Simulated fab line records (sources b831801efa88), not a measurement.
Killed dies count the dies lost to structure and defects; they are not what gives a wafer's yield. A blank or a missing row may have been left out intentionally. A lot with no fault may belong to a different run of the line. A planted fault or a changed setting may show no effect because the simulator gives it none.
2 desks, one fault / flow gf180mcu / each desk has only its own numbers; what lay behind them comes last

== THE TOOL OWNER'S DESK: pvdSputter-04 ==
The tool's own readings at GF_M2_SPUTTER_02 (material AlCu, target thk 450 nm, time 23.9 s): means of the sampled wafers that have a number, for each lot that ran on this tool. If a lot's mean is further than 4 standard deviations from the usual mean, the lot is out of limits and carries the mark OUT (the distance appears in the brackets).
Columns: A = throttleValvePct at GF_M2_SPUTTER_02, usual 30.4 %
lot=L289; first seen here=day 18 04:33; A=30.2
lot=L292; first seen here=day 19 05:28; A=31.5
lot=L293; first seen here=day 19 18:53; A=30.3
lot=L298; first seen here=day 21 18:59; A=31.5
lot=L302; first seen here=day 23 00:08; A=30.3
lot=L309; first seen here=day 25 03:03; A=30.0
This desk's verdict: no lot among the 6 shows anything out of limits.

== METROLOGY DESK ==
What the gauges read, lot by lot, whatever tool the lot ran on: means of the sampled wafers that have a number. If a lot's mean is further than 4 standard deviations from the usual mean, the lot is out of limits and carries the mark OUT (the distance appears in the brackets).
Columns: A = V1_OVL at GF_V1_OVL_MEAS_15, usual -1 nm; B = M2_ALCU_RS at GF_M2_RS_MEAS_05, usual 0.0697 ohm/sq; C = M2_ALCU_THK at GF_M2_THK_MEAS_06, usual 452 nm; D = M2_OVL at GF_M2_OVL_MEAS_15, usual -1 nm
lot=L289; first seen here=day 18 03:02; A=-2; B=0.0709; C=444; D=2
lot=L291; first seen here=day 18 23:22; A=4; B=0.0695; C=454; D=-4
lot=L292; first seen here=day 19 03:55; A=1; B=0.0696; C=455; D=1
lot=L293; first seen here=day 19 17:19; A=9; B=0.0703; C=451; D=3
lot=L295; first seen here=day 20 11:05; A=0; B=0.0693; C=453; D=1
lot=L297; first seen here=day 21 05:38; A=0; B=0.0696; C=452; D=-9
lot=L298; first seen here=day 21 17:25; A=-2; B=0.0694; C=453; D=2
lot=L299; first seen here=day 21 17:55; A=0; B=0.0704; C=447; D=-1
lot=L301; first seen here=day 22 19:49; A=-3; B=0.0690; C=460; D=-7
lot=L302; first seen here=day 22 22:37; A=-14; B=0.0702; C=446; D=11
lot=L309; first seen here=day 25 01:31; A=-6; B=0.0486 (-27) OUT; C=640 (+30) OUT; D=-8
lot=L312; first seen here=day 26 03:56; A=1; B=0.0691; C=461; D=-8
Finding of this desk: L309 out of limits, first seen on L309 at day 25 03:10 (M2_ALCU_RS at GF_M2_RS_MEAS_05). In limits: L289, L291, L292, L293, L295, L297, L298, L299, L301, L302, L312.

== BROUGHT TOGETHER ==
An alarm was possible from the metrology desk at day 25 03:10, on L309.
The tool owner's desk saw nothing out of limits.
Tool owner's desk: L309 on record, inside its limits.
Every lot named ran GF_M2_SPUTTER_02 on pvdSputter-04.

== WHAT THE SIMULATOR PUT IN ==
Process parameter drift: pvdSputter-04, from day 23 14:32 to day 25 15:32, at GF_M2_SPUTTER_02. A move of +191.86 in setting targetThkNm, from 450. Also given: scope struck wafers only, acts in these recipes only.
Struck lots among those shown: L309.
Delay in hours, fault start to first out-of-limits reading, per desk: metrology desk 37.
